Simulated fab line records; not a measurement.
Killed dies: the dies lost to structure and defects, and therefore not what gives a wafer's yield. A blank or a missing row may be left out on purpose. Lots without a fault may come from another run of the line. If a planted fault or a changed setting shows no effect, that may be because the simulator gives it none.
Which tool is to blame? | flow gf180mcu | 36 wafers from 12 lots sampled at 6 of the route's 602 steps

WHAT EACH GAUGE READ, for each wafer
GF_PSD_RS_MEAS_14: measures by four-point-probe. Usual: for NSD_RS the level is 46.20 ohm/sq and the standard deviation is 0.11.
lot  | measured     | on            | NSD_RS (ohm/sq)   | flag
L361 | day 14 06:29 | film_metro-03 | 46.19 46.24 46.25 |
L364 | day 15 00:10 | film_metro-04 | 46.23 46.02 46.16 |
L367 | day 16 09:20 | film_metro-03 | 46.28 46.28 46.19 |
L369 | day 17 00:15 | film_metro-03 | 48.50 48.56 48.56 | OFF
L372 | day 18 10:49 | film_metro-03 | 48.54 48.65 48.61 | OFF
L374 | day 18 20:43 | film_metro-04 | 46.27 46.34 46.19 |
L378 | day 20 19:30 | film_metro-01 | 46.08 46.08 46.02 |
L379 | day 20 19:48 | film_metro-03 | 46.23 46.18 46.07 |
L380 | day 20 22:41 | film_metro-04 | 46.25 46.23 46.22 |
L382 | day 21 17:09 | film_metro-03 | 46.32 46.29 46.40 |
L383 | day 22 05:04 | film_metro-01 | 46.06 46.01 46.01 |
L384 | day 22 07:49 | film_metro-04 | 46.16 46.09 46.06 |

GF_CONTACT_CD_MEAS_14 targets a cd of 220 nm. Usual: 219.5 nm for cd_nm, sd 1.4.
lot  | measured     | on        | cd_nm (nm)        | flag
L361 | day 16 02:10 | cd_sem-02 | 220.8 220.5 219.1 |
L364 | day 16 21:23 | cd_sem-02 | 216.7 215.4 215.7 |
L367 | day 18 08:02 | cd_sem-01 | 220.2 219.3 219.5 |
L369 | day 19 01:49 | cd_sem-01 | 217.6 218.8 217.9 |
L372 | day 20 13:13 | cd_sem-02 | 219.7 220.1 220.9 |
L374 | day 20 23:25 | cd_sem-02 | 220.9 220.0 221.1 |
L378 | day 22 20:27 | cd_sem-01 | 220.4 221.0 221.1 |
L379 | day 22 20:58 | cd_sem-02 | 219.4 219.8 220.4 |
L380 | day 22 22:59 | cd_sem-01 | 219.0 218.8 220.4 |
L382 | day 23 16:46 | cd_sem-01 | 218.2 219.1 217.3 |
L383 | day 24 03:23 | cd_sem-01 | 219.2 219.9 218.4 |
L384 | day 24 07:13 | cd_sem-02 | 220.3 221.4 220.6 |

GF_CONTACT_OVL_MEAS_15. Usual: for CONTACT_OVL the level is 1 nm and the standard deviation is 4.7.
lot  | measured     | on         | CONTACT_OVL (nm) | flag
L361 | day 16 02:15 | overlay-02 | -1 0 -3          |
L364 | day 16 21:29 | overlay-02 | 2 0 0            |
L367 | day 18 08:08 | overlay-02 | 5 2 0            |
L369 | day 19 01:56 | overlay-02 | 4 5 5            |
L372 | day 20 13:20 | overlay-02 | 7 2 3            |
L374 | day 20 23:32 | overlay-01 | -2 -7 -2         |
L378 | day 22 20:34 | overlay-02 | -5 4 2           |
L379 | day 22 21:05 | overlay-02 | 6 4 6            |
L380 | day 22 23:05 | overlay-02 | -7 -7 0          |
L382 | day 23 16:53 | overlay-01 | 1 2 4            |
L383 | day 24 03:29 | overlay-02 | 3 5 1            |
L384 | day 24 07:20 | overlay-01 | 5 9 10           |

WHAT TOOL EACH LOT RAN ON (gives the tool, then ch and the chambers of the sampled wafers, and finally the start)
lot  | GF_NSD_IMPLANT_09               | GF_NSD_STRIP_11                      | GF_SALICIDE_SPUTTER_02
L361 | implanter-04 ch 0, day 13 10:00 | plasma_asher-02 ch 0,1, day 13 10:17 | pvd_sputter-01, day 15 03:31
L364 | implanter-01 ch 0, day 14 02:03 | plasma_asher-01 ch 0,1, day 14 02:20 | pvd_sputter-01, day 15 22:52
L367 | implanter-02 ch 0, day 15 10:41 | plasma_asher-04 ch 0,1, day 15 10:58 | pvd_sputter-01, day 17 08:35
L369 | implanter-01 ch 0, day 16 01:21 | plasma_asher-02 ch 0,1, day 16 01:39 | pvd_sputter-04, day 18 00:28
L372 | implanter-01 ch 0, day 17 10:12 | plasma_asher-02 ch 0,1, day 17 10:30 | pvd_sputter-01, day 19 11:34
L374 | implanter-02 ch 0, day 17 20:22 | plasma_asher-04 ch 0,1, day 17 20:40 | pvd_sputter-01, day 19 22:04
L378 | implanter-02 ch 0, day 19 18:39 | plasma_asher-04 ch 0,1, day 19 18:57 | pvd_sputter-03, day 21 19:56
L379 | implanter-04 ch 0, day 19 18:42 | plasma_asher-02 ch 0,1, day 19 19:00 | pvd_sputter-04, day 21 20:19
L380 | implanter-01 ch 0, day 19 21:29 | plasma_asher-02 ch 0,1, day 19 21:45 | pvd_sputter-03, day 21 22:52
L382 | implanter-04 ch 0, day 20 16:33 | plasma_asher-04 ch 0,1, day 20 16:51 | pvd_sputter-01, day 22 16:58
L383 | implanter-01 ch 0, day 21 03:54 | plasma_asher-04 ch 0,1, day 21 04:10 | pvd_sputter-04, day 23 04:05
L384 | implanter-04 ch 0, day 21 07:42 | plasma_asher-02 ch 0,1, day 21 08:00 | pvd_sputter-03, day 23 07:29
- GF_NSD_IMPLANT_09
- GF_NSD_STRIP_11: strips in O2/N2.
- GF_SALICIDE_SPUTTER_02: material Co, target thk 10 nm, time 20 s.

AS READ BY THE TOOLS THEMSELVES (means over the sampled wafers that have a number; for cases with no such wafer, the mark the record gives instead)
GF_NSD_IMPLANT_09. Usual: beam_on_s 17.3 s, standard deviation 1.2; dose_ions_cm2 4.001e+15, standard deviation 4.5e+12.
lot  | tool         | beam_on_s (s) | dose_ions_cm2 | flag
L361 | implanter-04 | 15.9          | 4.003e+15     |
L364 | implanter-01 | 17.9          | 4.002e+15     |
L367 | implanter-02 | 18.3          | 4.006e+15     |
L369 | implanter-01 | 12.9          | 2.862e+15     | OFF
L372 | implanter-01 | 12.7          | 2.864e+15     | OFF
L374 | implanter-02 | 18.3          | 4.005e+15     |
L378 | implanter-02 | 18.9          | 3.997e+15     |
L379 | implanter-04 | 15.3          | 4.003e+15     |
L380 | implanter-01 | 17.8          | 4.002e+15     |
L382 | implanter-04 | 15.7          | 4.002e+15     |
L383 | implanter-01 | 18.0          | 4.000e+15     |
L384 | implanter-04 | 15.8          | 4.001e+15     |

GF_NSD_STRIP_11. Usual: drypump_motor_current_A 5.90 A, standard deviation 0.27; heater_power_w 358 W, standard deviation 31; o2_flow_sccm 3000 sccm, standard deviation 9.5; oes_product_au 0.488 a.u., standard deviation 0.0044; strip_time_to_endpoint_s 22.97 s, standard deviation 0.046.
lot  | tool            | drypump_motor_current_A (A) | heater_power_w (W) | o2_flow_sccm (sccm) | oes_product_au (a.u.) | strip_time_to_endpoint_s (s) | flag
L361 | plasma_asher-02 | 5.80                        | 355                | 3003                | 0.488                 | 22.98                        |
L364 | plasma_asher-01 | 6.20                        | 362                | 2992                | 0.485                 | 23.02                        |
L367 | plasma_asher-04 | 5.95                        | 376                | 2998                | 0.487                 | 23.00                        |
L369 | plasma_asher-02 | 5.98                        | 329                | 2991                | 0.506                 | 21.63                        | OFF
L372 | plasma_asher-02 | 5.82                        | 347                | 3017                | 0.502                 | 21.70                        | OFF
L374 | plasma_asher-04 | 5.94                        | 380                | 2990                | 0.486                 | 22.97                        |
L378 | plasma_asher-04 | 5.94                        | 383                | 3005                | 0.491                 | 22.95                        |
L379 | plasma_asher-02 | 5.81                        | 350                | 3003                | 0.480                 | 22.96                        |
L380 | plasma_asher-02 | 5.96                        | 323                | 3004                | 0.488                 | 22.95                        |
L382 | plasma_asher-04 | 5.77                        | 363                | 2994                | 0.487                 | 22.96                        |
L383 | plasma_asher-04 | 5.94                        | 383                | 3000                | 0.490                 | 22.96                        |
L384 | plasma_asher-02 | 5.78                        | 347                | 2997                | 0.492                 | 22.96                        |

GF_SALICIDE_SPUTTER_02. Usual: 30.3 % for throttle_valve_pct, sd 0.85.
lot  | tool           | throttle_valve_pct (%) | flag
L361 | pvd_sputter-01 | 30.1                   |
L364 | pvd_sputter-01 | 30.9                   |
L367 | pvd_sputter-01 | 30.3                   |
L369 | pvd_sputter-04 | 31.1                   |
L372 | pvd_sputter-01 | 30.5                   |
L374 | pvd_sputter-01 | 30.7                   |
L378 | pvd_sputter-03 | 30.4                   |
L379 | pvd_sputter-04 | 31.1                   |
L380 | pvd_sputter-03 | 30.0                   |
L382 | pvd_sputter-01 | 30.6                   |
L383 | pvd_sputter-04 | 30.9                   |
L384 | pvd_sputter-03 | 29.5                   |

THE ANSWER, worked out from the rows above alone
Rule: take the mean of a lot's wafers that have a number; if it is more than 3 standard deviations from the usual mean, the lot is off. A lot without any number at a reading at which 4 lots or more have one is off too. Any other lot the step has rows for is counted as sound. After the gauges, taken in route order, come the tools' own readings; for these a lot's mean is taken, as printed above. At the first step where some lot is off, the reading lying furthest off is the one used; lots without a number count as furthest.
Off: L369, L372, at GF_PSD_RS_MEAS_14 (NSD_RS).
If a tool, at a process step before that reading, ran all the lots that are off and no sound lot after the first of them, it fits. Not tried: the gauges at GF_PSD_RS_MEAS_14; whatever is off there is also off at GF_NSD_IMPLANT_09, on other tools, and gauge error can't account for it. Not one of the candidates tried fits.

WHAT THE SIMULATOR HAD INSERTED
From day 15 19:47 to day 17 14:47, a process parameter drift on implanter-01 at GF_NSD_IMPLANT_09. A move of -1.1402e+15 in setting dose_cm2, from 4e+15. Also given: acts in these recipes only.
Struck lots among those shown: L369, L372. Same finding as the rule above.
